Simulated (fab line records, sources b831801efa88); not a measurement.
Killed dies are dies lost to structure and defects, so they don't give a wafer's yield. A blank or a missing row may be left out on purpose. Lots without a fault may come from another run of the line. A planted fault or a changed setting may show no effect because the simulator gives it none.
Split-lot experiment | flow sky130 | 5 lots, 23 wafers read, on a route of 708 steps

THE SPLIT
At SKY_LDD_P_EXPOSE_04 (exposes mask PSDM, target cd 380 nm), the setting dose_mj was moved away from the recipe's 138 on 9 of the 23 wafers read, by -5.5% to +7.0%. The other wafers ran this setting at the recipe's value.

FROM THE SPLIT TO THE READING: what the file shows between them, 2 steps
- SKY_LDD_P_PEB_05
- SKY_LDD_P_DEVELOP_06: develop time 60 s

THE READING
cd_nm, in nm, at SKY_LDD_P_CD_MEAS_07 (target cd 380 nm). Fault-free wafers of this fab line usually give 381.6 nm, standard deviation 2.8 nm.

wafer  | tool, chamber at the split | dose_mj as run | against the recipe | cd_nm, nm | against lot-mates on the recipe
L074.2 | iline_stepper-02, 0        | 138            | recipe             | 381.8     | -
L074.3 | iline_stepper-02, 0        | 131.9          | -4.4%              | 369.4     | -13.5
L074.4 | iline_stepper-02, 0        | 138            | recipe             | 384.3     | -
L074.5 | iline_stepper-02, 0        | 138            | recipe             | 382.7     | -
L074.6 | iline_stepper-02, 0        | 131.9          | -4.4%              | 367.7     | -15.2
L078.1 | iline_stepper-01, 0        | 138            | recipe             | 380.6     | -
L078.3 | iline_stepper-01, 0        | 138            | recipe             | 384.0     | -
L078.4 | iline_stepper-01, 0        | 138            | recipe             | 383.6     | -
L080.1 | iline_stepper-02, 0        | 147.2          | +6.7%              | 401.4     | +17.3
L080.3 | iline_stepper-02, 0        | 138            | recipe             | 383.4     | -
L080.4 | iline_stepper-02, 0        | 138            | recipe             | 384.8     | -
L080.5 | iline_stepper-02, 0        | 147.2          | +6.7%              | 401.8     | +17.7
L080.6 | iline_stepper-02, 0        | 147.2          | +6.7%              | 401.1     | +17.0
L082.1 | iline_stepper-02, 0        | 147.7          | +7.0%              | 403.6     | +20.7
L082.2 | iline_stepper-02, 0        | 138            | recipe             | 383.7     | -
L082.3 | iline_stepper-02, 0        | 138            | recipe             | 382.9     | -
L082.4 | iline_stepper-02, 0        | 147.7          | +7.0%              | 401.5     | +18.6
L082.6 | iline_stepper-02, 0        | 138            | recipe             | 382.1     | -
L083.1 | iline_stepper-02, 0        | 138            | recipe             | 380.1     | -
L083.2 | iline_stepper-02, 0        | 130.4          | -5.5%              | 365.1     | -15.4
L083.3 | iline_stepper-02, 0        | 138            | recipe             | 381.3     | -
L083.4 | iline_stepper-02, 0        | 130.4          | -5.5%              | 362.2     | -18.3
L083.6 | iline_stepper-02, 0        | 138            | recipe             | 380.1     | -

THE FIT
A straight line over all 23 wafers: cd_nm changes by +3.01 nm for each +1% of dose_mj; r = +0.99; the points scatter about the line by 1.6 nm.
The same after taking each lot's own level away (the mean of its wafers on the recipe; 23 wafers): +2.84 nm for each +1%; r = +0.99; scatter 1.3 nm.
On that fit, the largest move of dose_mj shifts the reading by 20 nm.
The lots' own levels span 380.50 to 384.10 nm, that is 1.3 times the standard deviation above.
So the lot-to-lot level changes the slope little: the two slopes agree.
Check: with one of the wafers moved furthest among these (+7.0%) left out of the fit, the line predicts +19.2 nm for it against its lot-mates. It came out at +20.7 nm against them.

OTHER SPLITS ON THESE WAFERS
These wafers also went through other splits before the reading. Each is held against what the fit with the lots' levels taken away leaves over:
other split on the same wafers      | wafers away from the commonest value | r with cd_nm (lot level and that fit taken away)
SKY_SONOS_ONO_DEVELOP_12 dev_temp_c | 6                                    | -0.02
SKY_POLY_GATE_COAT_07 spin_rpm      | 5                                    | -0.02
SKY_POLY_GATE_ETCH_16 time_s        | 5                                    | -0.30
SKY_LDD_N_IMPLANT_14 energy_kev     | 4                                    | -0.22

THE FILE'S OWN FIT
cd_nm changes by +2.85 nm for each +1% of dose_mj, r = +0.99.
